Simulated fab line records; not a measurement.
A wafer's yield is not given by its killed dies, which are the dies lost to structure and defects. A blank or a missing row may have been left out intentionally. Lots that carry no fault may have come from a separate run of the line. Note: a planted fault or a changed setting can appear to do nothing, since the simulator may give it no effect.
8D (eight disciplines) problem report, filled in by code    flow sky130    the parts of the form that need people (team, actions taken, sign-off) are left out

1. THE ISSUE
At SKY_LDD_HVN_IMPLANT_08, beam energy keV averages 57.416 over 6 wafers from 2 lots, while fault-free wafers read 60.000, standard deviation 0.02. That is -99 or more standard deviations from the usual mean.
The first sign was on wafer L724.1 at day 25 07:07, on implanter-03. The record holds 18 wafers of 6 lots with a number at this step. By rule, "out" or "out of limits" means more than 4 standard deviations away from the usual mean. The rest of the wafers with a number are treated as sound.

2. WHAT IT IS; WHAT IT IS NOT
question                     is                      is not
which readings at this step  beam energy keV         -
which lots                   L724, L726              L716, L718, L721, L729
which wafers of those lots   all that have a number  -
read on which tools          implanter-03            implanter-02
when                         from day 25 07:07       up to then (9 sound wafers); but 3 sound wafers of L729 came after

3. SUSPECTS, AND WHAT RULES EACH OUT
Counting: a tool at any process step up to the reading remains a suspect when it ran all the lots that are out and ran no sound lot after the first of those.
- implanter-03 at SKY_LDD_HVN_IMPLANT_08: kept. Every lot that is out went through it, starting with L724 (day 25 07:07), and after that it ran no sound lot; the last sound lot it ran before then is L718 (day 22 22:56). Its own readings are out on those wafers: beam energy keV.
Left after counting: implanter-03 at SKY_LDD_HVN_IMPLANT_08.

4. THE CAUSE (what the simulator had put in)
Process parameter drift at SKY_LDD_HVN_IMPLANT_08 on implanter-03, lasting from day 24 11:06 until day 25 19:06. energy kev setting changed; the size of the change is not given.
Counting left only this tool.

5. THE CHAIN OF EFFECTS, in route order
Rows list readings where the struck wafers' mean (over those with a number) sits beyond 3 standard deviations from the usual. Scope: only readings with a usual standard deviation given in the record; hours: median across lots of the time from each lot's start at the first step in this table that gives one to its start at this step; sigmas: change in usual standard deviations.
hours  step                    reading          usual   on struck wafers  change  sigmas
0      SKY_LDD_HVN_IMPLANT_08  beam energy keV  60.000  57.416            -2.584  -99 or more
It contains these process steps:
- SKY_LDD_HVN_IMPLANT_08

6. HOW IT WOULD HAVE BEEN CAUGHT EARLIER
20 hours passed between the start of the fault at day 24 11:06 and the first reading out of limits in this record, taken at day 25 07:07.
